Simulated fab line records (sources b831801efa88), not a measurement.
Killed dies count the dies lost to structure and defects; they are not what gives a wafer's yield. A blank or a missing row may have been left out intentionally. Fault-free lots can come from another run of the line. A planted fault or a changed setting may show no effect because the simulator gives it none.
Matching of chambers	flow sky130	rie diel-02 running SKY_VIA1_ETCH_14: 4 sister chambers
The step etches BARC in N2/H2, stops on SiO2, time 45.9 s, target depth 60 nm. 8 wafers are shown with their chamber, then 12 later ones without.

## EACH WAFER AND ITS CHAMBER
wafer	chamber	drypump motor current A (A)	throttle valve pct (%)
L079.2	0	6.6	13.220
L084.1	1	5.4	13.220
L085.4	0	6.6	13.226
L087.2	1	5.5	13.224
L087.5	3	5.7	13.223
L088.3	2	5.7	13.217
L088.5	3	5.7	13.220
L088.6	2	5.6	13.225

## WAFERS WITH NO CHAMBER GIVEN
wafer	drypump motor current A (A)	throttle valve pct (%)
L089.4	5.7	13.243
L089.5	5.7	13.223
L089.6	6.7	13.223
L092.1	5.6	13.230
L092.4	5.5	13.223
L092.6	5.6	13.230
L093.2	5.5	13.239
L093.3	6.6	13.226
L093.5	5.5	13.223
L097.2	5.8	13.225
L097.3	6.6	13.220
L097.4	5.5	13.235

## EACH ONE'S CHAMBER
wafer	from the rows above	in truth
L089.4	can't be placed: 3 or 2 or 1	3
L089.5	can't be placed: 3 or 2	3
L089.6	0	0
L092.1	can't be placed: 2 or 3 or 1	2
L092.4	1	1
L092.6	can't be placed: 2 or 3 or 1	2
L093.2	can't be placed: 1 or 2 or 3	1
L093.3	0	0
L093.5	1	1
L097.2	can't be placed: 3 or 2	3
L097.3	0	0
L097.4	can't be placed: 1 or 2 or 3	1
Correct placement for 5 of the 12. Not placeable from these rows: 7 (in 7, the candidates include the true chamber). 0 placed wrongly.
How it was worked out, from the rows above alone: a wafer's distance from a chamber is the root of the sum, over the readings, of the square of ((its reading less the chamber's mean) divided by the reading's scatter). The wafer belongs to the nearest chamber; if the next one is less than 2 further off, it can't be placed. For every chamber, the mean is computed from those of its wafers that are shown. The scatter is the square root of a quotient: the sum, over the shown wafers, of each reading's squared deviation from its chamber's mean, divided by wafers minus chambers.
